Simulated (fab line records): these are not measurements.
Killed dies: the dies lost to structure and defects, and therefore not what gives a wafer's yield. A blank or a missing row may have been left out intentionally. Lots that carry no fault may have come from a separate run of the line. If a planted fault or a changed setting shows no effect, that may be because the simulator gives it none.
A lot that was struck, set against a sound lot + flow sky130 + 17 out of 708 route steps
Sound: these wafers, L413.1, L413.2, L413.4. Struck: wafers L406.1, L406.2, L406.6. The cause is given at the end.
For every step that has rows: the tool of each side, followed by ch and its chambers, followed by its first start. Under that, the readings that differ: sound wafers + struck wafers + difference of the means + sigmas: that difference in standard deviations of wafers without a fault.
alike: same words and numbers on both sides, and readings whose means sit less than 2 such deviations apart. not compared: any withheld reading, any reading some wafer has no value for, any bound like >300 that may hide the same value, and any number with overlapping values for which the record gives no deviation.
A row with sigmas, a row that says differs or no value, or rows on one side alone: a step with any of these is where the two part. Non-overlapping numbers with no deviation appear without sigmas and do not part them. A reading that every wafer of one side lacks parts them only if that side has two wafers or more.

SKY_LDD_P_OVL_MEAS_08:
  sound on overlay-01, day 24 23:31; struck on overlay-02, day 22 04:02
| reading        | sound          | struck      | difference | sigmas |
|----------------|----------------|-------------|------------|--------|
| LDD_P_OVL (nm) | -2.5 -2.1 -3.5 | 1.1 1.5 2.7 | +4.5       | +3     |
next, for these wafers, 1 step has no rows: SKY_LDD_P_IMPLANT_09.
SKY_LDD_P_STRIP_10: strips in O2/N2.
  sound on plasma asher-01 ch 0,1, day 24 23:43; struck on plasma asher-04 ch 0,1, day 22 04:13
  alike: drypump motor current A, oes product au, strip time to endpoint s
  not compared: rf hours counter h
SKY_LDD_P_TW_MEAS_11:
  sound on film metro-01, day 24 23:49; struck on film metro-04, day 22 04:19
  alike: LDD_P_TW
then, 7 steps without rows for these wafers: SKY_LDD_HVN_DEHYDRATE_00 (time 60 s); SKY_LDD_HVN_HMDS_01 (prime time 60 s); SKY_LDD_HVN_COAT_02 (resist thk 300 nm); SKY_LDD_HVN_SOFTBAKE_03 (time 60 s); SKY_LDD_HVN_EXPOSE_04 (exposes mask HVNTM, target cd 700 nm); SKY_LDD_HVN_PEB_05; SKY_LDD_HVN_DEVELOP_06 (develop time 60 s).
SKY_LDD_HVN_OVL_MEAS_07:
  sound on overlay-02, day 26 05:24; struck on overlay-02, day 23 10:51
| reading          | sound       | struck         | difference | sigmas |
|------------------|-------------|----------------|------------|--------|
| LDD_HVN_OVL (nm) | 2.8 2.6 3.8 | -0.6 -1.3 -1.3 | -4.1       | -3     |
SKY_LDD_HVN_IMPLANT_08:
  sound on implanter-02 ch 0, day 26 05:26; struck on implanter-01 ch 0, day 23 10:53
| reading                          | sound                         | struck                           | difference  | sigmas      |
|----------------------------------|-------------------------------|----------------------------------|-------------|-------------|
| beam on s (s)                    | 10.33 10.35 10.02             | 11.50 11.95 11.74                | +1.50       | +8          |
| dose ions cm2                    | 2.995e+13 3.004e+13 2.997e+13 | 2.6854e+14 2.6853e+14 2.6857e+14 | +2.3856e+14 | +99 or more |
| end station pressure torr (Torr) | 4.74e-06 4.98e-06 5.19e-06    | 5.79e-06 5.92e-06 5.41e-06       | +7.37e-07   | +3          |
| faraday current uA               | 164 164 169                   | 1314 1264 1280                   | +1120       | +99 or more |
SKY_LDD_HVN_STRIP_09: strips in O2/N2.
  sound on plasma asher-02 ch 0,1, day 26 05:35; struck on plasma asher-02 ch 0,1, day 23 11:02
  alike: drypump motor current A, oes product au, strip time to endpoint s
  not compared: rf hours counter h
SKY_LDD_HVN_TW_MEAS_10:
  sound on film metro-03, day 26 05:41; struck on film metro-02, day 23 11:08
| reading    | sound          | struck         | difference | sigmas      |
|------------|----------------|----------------|------------|-------------|
| LDD_HVN_TW | 1425 1417 1416 | 2845 2845 2829 | +1420      | +99 or more |
then, 1 step without rows for these wafers: SKY_LDD_HVP_DEHYDRATE_00 (time 60 s).
-- a jump in the record: the struck wafers' starts before and after are 25 days apart (it breaks off in module LDD_HVP and resumes in module PAD_OPEN, where the first step shown is number 708 of the route) --
SKY_PAD_OPEN_PROBE_99:
  sound on prober-02, day 49 19:50; struck on prober-01, day 48 01:43
| reading                                | sound             | struck            | difference | sigmas |
|----------------------------------------|-------------------|-------------------|------------|--------|
| model.etest.tip_n_5v.rs ohm sq         | 1395 1404 1418    | 260.5 261 262.2   | -1144.4    |        |
| model.etest.nfet g5v0d10v5.r on ohm um | 1871 1868 1922    | 1452 1452 1459    | -433       |        |
| model.etest.nfet g5v0d10v5.drive ua um | 611.9 615.5 600.6 | 708.5 708.6 705.4 | +98.2      |        |
| model.etest.nfet_05v0_nvt.drive ua um  | 581.5 582.4 568.8 | 614.6 613.6 612.9 | +36.1      |        |
| model.etest.tip_n_5v.rs ohm sq range   | 35.26 29.73 29.74 | 5.99 6.498 5.072  | -25.72     |        |
| model.etest.res ndiff hv.rs ohm sq     | 113.3 112.2 114   | 96.28 96.38 97.19 | -16.55     |        |
| model.etest.ring_5v.delay ps           | 45.66 44.75 45.86 | 41.69 41.74 41.99 | -3.62      |        |
  alike: killed_at_M0_to_M3, killed_at_M4_up, killed at contacts, killed at front end, killed at other, killed dies, killed open, killed short
  not compared: model.etest.nfet_16v.drive ua um

## WHERE THEY PART
At SKY_LDD_P_OVL_MEAS_08 first; at SKY_LDD_HVN_TW_MEAS_10 last (within this record only). Later steps at which nothing parts them and some readings are alike: SKY_PAD_OPEN_PROBE_99.

WHY: whatever the simulator had introduced
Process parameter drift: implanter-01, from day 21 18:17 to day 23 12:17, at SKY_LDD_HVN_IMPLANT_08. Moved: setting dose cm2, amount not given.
